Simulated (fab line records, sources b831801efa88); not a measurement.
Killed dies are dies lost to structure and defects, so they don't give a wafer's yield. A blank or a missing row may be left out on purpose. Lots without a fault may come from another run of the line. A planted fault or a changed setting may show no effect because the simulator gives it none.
fab line records | flow sky130
record lots=14 wafers=42 last_day=50
route steps=708 shown VIA1@481 METAL2@485 VIA2@520 METAL4@635
lots that met no fault: from a run of the same line without faults
start_h: hours from the record's first day to the start of the lot's first wafer shown | wait_h: hours since the lot's step before | " the same as in the row above | L1.1+2: a row that stands for several wafers | - no value, or no start given | * or withheld: withheld | < > ~ a bound
route shown NAME@n: a module of which the file shows steps, and the number in the route of the first | usual: mean/standard deviation of fault-free wafers | same: alike in all rows | chamber/n: place in a boat | sites: the reading at each site | _std_site: their standard deviation | _edge_site: outer sites' mean less inner sites' | radius_mm: how far each site lies from the wafer's centre | mask NAME#n: copy n | behind: the tool/chamber that last shaped the wafer | hold: why the lot was held/for how many hours/how that ended | device: the transistor (n, p or np) that didn't switch | end of line: the same wafers' tests at the end of the route | a step without rows: its recipe alone | killed: dies lost to structure and defects at the first sort, not the wafer's yield | map: a wafer's dies, x killed, . not, _ none there
set.NAME: the setting as run; set.NAME@STEP: as run at that earlier step | model.NAME: the simulator's own value behind a step, which no gauge read
steps of the route over a sample of lots; a table a step, a row a wafer
services: from which hour (start_h, from the record's first day; less than 0 if before it) a tool's chamber was out of use, for how many hours, and why
## steps
# step SKY_VIA1_THK_MEAS_23
# recipe thk_meas_gauge=xrf reads=W_of_VIA1_CVD_21
# usual VIA1_W_THK=278/4.5
# columns lot.wafer tool chamber start_h wait_h VIA1_W_THK[nm]
L904.1 film_metro-04 - 793.73 0.1 291
L904.2 " - " " 284
L904.3 " - " " 285
L905.1 film_metro-04 - 799.88 0.1 277
L905.2 " - " " 272
L905.6 " - " " 275
L906.3 film_metro-03 - 817.51 0.1 280
L906.4 " - " " 278
L906.5 " - " " 282
L907.2 film_metro-02 - 818.17 0.1 283
L907.3 " - " " 288
L907.4 " - " " 277
L909.3 film_metro-03 - 840.36 0.1 274
L909.4 " - " " 273
L909.6 " - " " 273
L912.4 film_metro-02 - 853.20 0.1 272
L912.5 " - " " 273
L912.6 " - " " 271
L914.2 film_metro-02 - 863.20 0.1 275
L914.3 " - " " 273
L914.5 " - " " 273
L915.1 film_metro-03 - 883.31 0.1 280
L915.4 " - " " 279
L915.6 " - " " 280
L916.2 film_metro-02 - 892.13 0.1 266
L916.3 " - " " 270
L916.4 " - " " 268
L917.1 film_metro-02 - 897.65 0.1 274
L917.3 " - " " 272
L917.4 " - " " 271
L918.1 film_metro-02 - 898.98 0.1 277
L918.4 " - " " 280
L918.6 " - " " 279
L919.1 film_metro-03 - 903.82 0.1 281
L919.3 " - " " 287
L919.4 " - " " 281
L920.1 film_metro-02 - 913.78 0.1 278
L920.2 " - " " 282
L920.5 " - " " 284
L927.1 film_metro-04 - 959.08 0.1 280
L927.3 " - " " 282
L927.6 " - " " 282
# step SKY_METAL2_SPUTTER_02
# recipe material=AlCu target_thk_nm=250 power_w=10600 time_s=13.3 chamber_pressure_pa=0.4
# usual throttle_valve_pct=29.6/0.72
# columns lot.wafer tool chamber start_h wait_h throttle_valve_pct
L904.1 pvd_sputter-01 - 794.13 0.0 29.1
L904.2 " - " " 28.5
L904.3 " - " " 30.8
L905.1 pvd_sputter-01 - 800.29 0.0 28.7
L905.2 " - " " 30.9
L905.6 " - " " 30.9
L906.3 pvd_sputter-01 - 817.89 0.0 30.1
L906.4 " - " " 31.1
L906.5 " - " " 28.8
L907.2 pvd_sputter-02 - 818.57 0.0 28.8
L907.3 " - " " 29.9
L907.4 " - " " 29.3
L909.3 pvd_sputter-01 - 840.74 0.0 31.0
L909.4 " - " " 30.2
L909.6 " - " " 31.0
L912.4 pvd_sputter-02 - 853.58 0.0 29.1
L912.5 " - " " 29.3
L912.6 " - " " 30.0
L914.2 pvd_sputter-03 - 863.60 0.0 29.5
L914.3 " - " " 30.0
L914.5 " - " " 29.4
L915.1 pvd_sputter-01 - 883.73 0.0 28.5
L915.4 " - " " 29.0
L915.6 " - " " 28.5
L916.2 pvd_sputter-01 - 892.53 0.0 30.2
L916.3 " - " " 29.2
L916.4 " - " " 29.2
L917.1 pvd_sputter-02 - 898.06 0.0 28.8
L917.3 " - " " 28.8
L917.4 " - " " 29.6
L918.1 pvd_sputter-01 - 899.39 0.0 29.8
L918.4 " - " " 28.8
L918.6 " - " " 28.7
L919.1 pvd_sputter-01 - 904.23 0.0 30.1
L919.3 " - " " 28.5
L919.4 " - " " 29.2
L920.1 pvd_sputter-03 - 914.19 0.0 29.4
L920.2 " - " " 29.4
L920.5 " - " " 29.4
L927.1 pvd_sputter-03 - 959.48 0.0 29.0
L927.3 " - " " 29.9
L927.6 " - " " 29.3
# step SKY_VIA2_OVL_MEAS_13
# usual VIA2_OVL=2/5.1
# columns lot.wafer tool chamber start_h wait_h VIA2_OVL[nm]
L904.1 overlay-02 - 848.85 0.1 11
L904.2 " - " " 3
L904.3 " - " " 5
L905.1 overlay-02 - 854.68 0.1 8
L905.2 " - " " -2
L905.6 " - " " 6
L906.3 overlay-01 - 871.46 0.1 2
L906.4 " - " " 4
L906.5 " - " " 5
L907.2 overlay-02 - 872.43 0.1 2
L907.3 " - " " 10
L907.4 " - " " 6
L909.3 overlay-01 - 893.31 0.1 1
L909.4 " - " " 1
L909.6 " - " " 1
L912.4 overlay-02 - 907.32 0.1 -4
L912.5 " - " " 2
L912.6 " - " " 2
L914.2 overlay-01 - 917.24 0.1 -1
L914.3 " - " " 1
L914.5 " - " " 3
L915.1 overlay-01 - 935.11 0.1 -1
L915.4 " - " " -9
L915.6 " - " " -2
L916.2 overlay-01 - 944.37 0.1 -1
L916.3 " - " " 1
L916.4 " - " " -1
L917.1 overlay-01 - 948.81 0.1 -1
L917.3 " - " " 6
L917.4 " - " " 5
L918.1 overlay-02 - 950.26 0.1 8
L918.4 " - " " 8
L918.6 " - " " -1
L919.1 overlay-02 - 954.88 0.1 -9
L919.3 " - " " 2
L919.4 " - " " 2
L920.1 overlay-02 - 963.11 0.1 8
L920.2 " - " " -4
L920.5 " - " " 7
L927.1 overlay-01 - 1007.78 0.1 12
L927.3 " - " " 0
L927.6 " - " " -6
# step SKY_METAL4_STRIP_19
# recipe chemistry=O2/N2 power_w=1400 pressure_mtorr=1500 platen_temp_c=withheld o2_flow_sccm=3000 n2_flow_sccm=300 overash_fraction=0.5
# usual chamber_pressure_mTorr=1500.0/1.2 drypump_motor_current_A=6.03/0.21 oes_product_au=0.501/0.0061 strip_time_to_endpoint_s=6.52/0.094
# columns lot.wafer tool chamber start_h wait_h chamber_pressure_mTorr drypump_motor_current_A oes_product_au rf_hours_counter_h strip_time_to_endpoint_s
L904.1 plasma_asher-04 0 980.49 0.1 1499.2 6.10 0.502 88 6.50
L904.2 " 1 " " 1500.7 5.66 0.497 88 6.42
L904.3 " 1 " " 1500.0 5.65 0.498 - 6.44
L905.1 plasma_asher-04 0 985.27 0.1 1499.5 6.11 0.499 89 6.46
L905.2 " 1 " " 1502.2 5.64 0.507 89 6.56
L905.6 " 1 " " 1500.8 5.66 0.492 - 6.44
L906.3 plasma_asher-01 0 999.08 0.1 1499.7 6.16 0.505 - 6.56
L906.4 " 1 " " 1500.6 6.23 0.490 - 6.32
L906.5 " 1 " " 1498.1 6.20 0.491 - 6.33
L907.2 plasma_asher-04 1 1001.52 0.2 1501.9 5.67 0.504 90 6.55
L907.3 " 1 " " 1500.3 5.66 0.510 - 6.61
L907.4 " 0 " " 1497.7 6.07 0.508 - 6.58
L909.3 plasma_asher-04 1 1020.58 0.1 1502.5 5.65 0.501 - 6.58
L909.4 " 0 " " 1499.1 6.09 0.497 - 6.58
L909.6 " 0 " " 1502.1 6.09 0.506 - 6.59
L912.4 plasma_asher-01 1 1032.21 0.1 1501.2 6.21 0.507 - 6.68
L912.5 " 0 " " 1499.9 6.17 0.503 - 6.50
L912.6 " 1 " " 1499.8 6.24 0.508 - 6.61
L914.2 plasma_asher-02 1 1041.57 0.1 1498.8 6.24 0.511 32 6.63
L914.3 " 0 " " 1500.2 5.97 0.511 - 6.62
L914.5 " 0 " " 1497.6 5.99 0.500 - 6.49
L915.1 plasma_asher-02 0 1058.50 0.1 1499.2 5.96 0.507 34 6.61
L915.4 " 1 " " 1500.5 6.26 0.502 - 6.40
L915.6 " 1 " " 1501.8 6.24 0.495 - 6.51
L916.2 plasma_asher-02 1 1065.86 0.1 1501.4 6.26 0.493 35 6.51
L916.3 " 1 " " 1500.1 6.27 0.505 - 6.59
L916.4 " 0 " " 1499.4 6.02 0.498 - 6.57
L917.1 plasma_asher-04 1 1069.41 0.1 1500.3 5.69 0.492 97 6.33
L917.3 " 1 " " 1498.5 5.69 0.495 - 6.56
L917.4 " 0 " " 1501.8 6.07 0.489 - 6.33
L918.1 plasma_asher-04 0 1070.82 0.1 1500.1 6.03 0.500 97 6.54
L918.4 " 0 " " 1501.3 6.07 0.488 - 6.30
L918.6 " 1 " " 1500.6 5.66 0.505 - 6.55
L919.1 plasma_asher-04 0 1075.79 0.1 - - - - -
L919.3 " 0 " " - - - - -
L919.4 " 1 " " - - - - -
L920.1 plasma_asher-01 0 1081.52 0.1 - - - - -
L920.2 " 1 " " - - - - -
L920.5 " 1 " " - - - - -
L927.1 plasma_asher-04 1 1120.81 0.1 1500.9 5.65 0.492 102 6.44
L927.3 " 0 " " 1499.4 6.07 0.495 - 6.38
L927.6 " 1 " " 1496.9 5.66 0.494 - 6.34
## services
# columns tool chamber start_h hours kind
plasma_asher-02 - 770.84 3.6 repair
pvd_sputter-03 - 771.79 1.0 repair
pvd_sputter-02 - 781.91 27.5 repair
plasma_asher-01 - 787.19 28.1 pm
plasma_asher-01 - 833.94 0.9 repair
pvd_sputter-01 - 840.88 25.9 repair
pvd_sputter-02 - 844.04 1.2 repair
pvd_sputter-02 - 845.29 1.3 repair
pvd_sputter-02 - 845.80 3.6 repair
plasma_asher-01 - 847.46 3.7 repair
plasma_asher-04 - 848.80 3.8 repair
plasma_asher-04 - 867.69 0.9 repair
plasma_asher-04 - 878.66 1.5 repair
pvd_sputter-02 - 887.66 3.5 repair
pvd_sputter-03 - 912.59 0.9 repair
pvd_sputter-03 - 920.81 3.0 repair
plasma_asher-04 - 960.96 0.7 repair
pvd_sputter-01 - 962.25 1.6 repair
plasma_asher-04 - 964.69 4.1 repair
pvd_sputter-02 - 975.97 0.8 repair
pvd_sputter-01 - 979.80 2.3 repair
pvd_sputter-03 - 981.53 1.4 repair
plasma_asher-01 - 1007.58 1.1 repair
pvd_sputter-01 - 1095.58 3.6 repair
## key
first_sign step=SKY_METAL4_STRIP_19 reading=tool_record direction=missing
effect none on later readings
met_at SKY_METAL4_STRIP_19
struck_lots L919,L920
later_rows_left_out L919.1,L919.3,L919.4,L920.1,L920.2,L920.5
sort_left_out L919.1,L919.3,L919.4,L920.1,L920.2,L920.5
not_acting_at SKY_VIA1_THK_MEAS_23,SKY_METAL2_SPUTTER_02,SKY_VIA2_OVL_MEAS_13
onset_between 1070.82 1075.79
fault kind=skipped_step_whole tool=plasma_asher-01,plasma_asher-04 chamber=- onset_h=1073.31 steps=SKY_METAL4_STRIP_19 scope=struck_lots_only
# sort_left_out: the simulated sort isn't trusted on such a fault, so these wafers' sort isn't shown, and their yield isn't known
# later_rows_left_out: the simulator's readings of these wafers behind a module that went badly wrong aren't trusted and aren't shown, but for the sort
